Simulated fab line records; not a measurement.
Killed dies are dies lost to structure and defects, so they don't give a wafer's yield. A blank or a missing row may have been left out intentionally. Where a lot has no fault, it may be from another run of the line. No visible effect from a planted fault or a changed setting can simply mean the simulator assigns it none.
Matching of chambers || flow sky130 || SKY_VIA3_ETCH_15 on rie diel-04: 4 sister chambers
The step etches SiO2 in C4F8/O2/Ar, stops on TiN, target depth 507 nm, time 78 s. 8 wafers are shown with their chamber, then 12 later ones without.

## WAFERS PAIRED WITH THEIR CHAMBERS
{"wafer": "L083.1", "chamber": 0, "oes product au (a.u.)": 0.940}
{"wafer": "L084.5", "chamber": 1, "oes product au (a.u.)": 0.945}
{"wafer": "L084.6", "chamber": 0, "oes product au (a.u.)": 0.935}
{"wafer": "L087.3", "chamber": 3, "oes product au (a.u.)": 0.947}
{"wafer": "L087.6", "chamber": 2, "oes product au (a.u.)": 0.951}
{"wafer": "L088.1", "chamber": 3, "oes product au (a.u.)": 0.945}
{"wafer": "L088.2", "chamber": 1, "oes product au (a.u.)": 0.949}
{"wafer": "L088.3", "chamber": 2, "oes product au (a.u.)": 0.945}

## WAFERS WITH NO CHAMBER GIVEN
{"wafer": "L088.4", "oes product au (a.u.)": 0.936}
{"wafer": "L088.5", "oes product au (a.u.)": 0.938}
{"wafer": "L088.6", "oes product au (a.u.)": 0.945}
{"wafer": "L089.1", "oes product au (a.u.)": 0.948}
{"wafer": "L089.5", "oes product au (a.u.)": 0.949}
{"wafer": "L089.6", "oes product au (a.u.)": 0.944}
{"wafer": "L093.1", "oes product au (a.u.)": 0.943}
{"wafer": "L093.2", "oes product au (a.u.)": 0.951}
{"wafer": "L093.4", "oes product au (a.u.)": 0.943}
{"wafer": "L097.3", "oes product au (a.u.)": 0.949}
{"wafer": "L097.4", "oes product au (a.u.)": 0.946}
{"wafer": "L097.5", "oes product au (a.u.)": 0.943}

## EACH ONE'S CHAMBER
{"wafer": "L088.4", "from the rows above": 0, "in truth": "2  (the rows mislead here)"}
{"wafer": "L088.5", "from the rows above": 0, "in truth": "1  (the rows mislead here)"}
{"wafer": "L088.6", "from the rows above": "can't be placed: 3 or 1 or 2", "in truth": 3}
{"wafer": "L089.1", "from the rows above": "can't be placed: 2 or 1 or 3", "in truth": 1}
{"wafer": "L089.5", "from the rows above": "can't be placed: 2 or 1 or 3", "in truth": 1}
{"wafer": "L089.6", "from the rows above": "can't be placed: 3 or 1 or 2 or 0", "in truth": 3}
{"wafer": "L093.1", "from the rows above": "can't be placed: 3 or 1 or 2 or 0", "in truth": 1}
{"wafer": "L093.2", "from the rows above": "can't be placed: 2 or 1 or 3", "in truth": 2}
{"wafer": "L093.4", "from the rows above": "can't be placed: 3 or 1 or 2 or 0", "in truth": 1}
{"wafer": "L097.3", "from the rows above": "can't be placed: 2 or 1 or 3", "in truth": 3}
{"wafer": "L097.4", "from the rows above": "can't be placed: 3 or 1 or 2", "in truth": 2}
{"wafer": "L097.5", "from the rows above": "can't be placed: 3 or 1 or 2 or 0", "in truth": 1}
Placed correctly: 0 of 12. From these rows, 10 cannot be placed; in 10 the true chamber is one of the candidates. Number placed wrongly: 2.
How it was worked out, from the rows above alone: a wafer's distance from a chamber is the root of the sum, over the readings, of the square of ((its reading less the chamber's mean) divided by the reading's scatter). The wafer belongs to the nearest chamber; if the next one is less than 2 further off, it can't be placed. A chamber's mean is the mean of its shown wafers. The scatter: take each reading less its chamber's mean, square it, sum over the shown wafers, divide by the number of wafers less the number of chambers, and take the root.
